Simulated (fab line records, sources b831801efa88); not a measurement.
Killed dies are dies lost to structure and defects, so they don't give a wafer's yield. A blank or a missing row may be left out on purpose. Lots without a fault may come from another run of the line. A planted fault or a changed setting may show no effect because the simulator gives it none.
Which tool did it? | flow sky130 | 15 lots, 45 wafers sampled, at 1 step of a route of 708

WHAT THE GAUGES READ, wafer by wafer
The record holds no reading of a measuring or inspecting step that can be judged against a usual standard deviation.

WHICH TOOL RAN EACH LOT (tool, then ch and the chambers of the sampled wafers, then the start)
lot  | SKY_METAL4_SPUTTER_02
L301 | pvd_sputter-03, day 40 07:31
L303 | pvd_sputter-03, day 40 11:07
L304 | pvd_sputter-03, day 40 23:17
L305 | pvd_sputter-04, day 41 00:18
L306 | pvd_sputter-04, day 41 11:01
L308 | pvd_sputter-02, day 41 18:11
L307 | pvd_sputter-03, day 41 20:51
L309 | pvd_sputter-02, day 42 00:39
L310 | pvd_sputter-03, day 42 13:04
L311 | pvd_sputter-04, day 45 02:26
L317 | pvd_sputter-02, day 45 09:01
L320 | pvd_sputter-03, day 45 09:10
L321 | pvd_sputter-02, day 45 10:04
L322 | pvd_sputter-04, day 45 11:50
L323 | pvd_sputter-04, day 45 16:40
- SKY_METAL4_SPUTTER_02: material AlCu, target thk 735 nm, time 39.1 s.

WHAT THE TOOLS THEMSELVES READ (means of the sampled wafers that have a number; where no wafer has one, the mark that the record gives instead)
SKY_METAL4_SPUTTER_02. Usual: cathode_dc_power_W 10600 W, standard deviation 2; chamber_pressure_pa 0.3999 Pa, standard deviation 0.00075; throttle_valve_pct 30.8 %, standard deviation 1.3.
lot  | tool           | cathode_dc_power_W (W) | chamber_pressure_pa (Pa) | throttle_valve_pct (%) | flag
L301 | pvd_sputter-03 | 10600                  | 0.4001                   | 29.6                   |
L303 | pvd_sputter-03 | 10602                  | 0.4002                   | 30.3                   |
L304 | pvd_sputter-03 | 10600                  | 0.4006                   | 30.3                   |
L305 | pvd_sputter-04 | 10600                  | 0.3996                   | 31.1                   |
L306 | pvd_sputter-04 | 10601                  | 0.4000                   | 32.3                   |
L308 | pvd_sputter-02 | 10601                  | 0.3994                   | 30.1                   |
L307 | pvd_sputter-03 | 10600                  | 0.4001                   | 29.3                   |
L309 | pvd_sputter-02 | 10597                  | 0.4007                   | 30.7                   |
L310 | pvd_sputter-03 | 10601                  | 0.3999                   | 30.0                   |
L311 | pvd_sputter-04 | 10599                  | 0.4004                   | 31.7                   |
L317 | pvd_sputter-02 | -                      | -                        | -                      | OFF
L320 | pvd_sputter-03 | -                      | -                        | -                      | OFF
L321 | pvd_sputter-02 | -                      | -                        | -                      | OFF
L322 | pvd_sputter-04 | 10600                  | 0.3991                   | 31.3                   |
L323 | pvd_sputter-04 | 10600                  | 0.3998                   | 32.2                   |

THE ANSWER, worked out from the rows above alone
Rule: a lot is off if the mean of its wafers that have a number lies more than 3 standard deviations from the usual mean. A lot without any number at a reading at which 4 lots or more have one is off too. The other lots that the step has rows for count as sound. The gauges are gone through in route order, then the tools' own readings, and for those a lot's mean is taken as printed above. The first step at which some lot is off is used, and at that step the reading that is off furthest; a lot without a number counts as furthest.
Off: L317, L320, L321, at SKY_METAL4_SPUTTER_02 (cathode_dc_power_W). Without a number there: L317, L320, L321.
A tool fits if, at that step or a process step before it, it ran every lot that is off, and no sound lot after the first of them. None of those tried fits.

WHAT THE SIMULATOR HAD PUT IN
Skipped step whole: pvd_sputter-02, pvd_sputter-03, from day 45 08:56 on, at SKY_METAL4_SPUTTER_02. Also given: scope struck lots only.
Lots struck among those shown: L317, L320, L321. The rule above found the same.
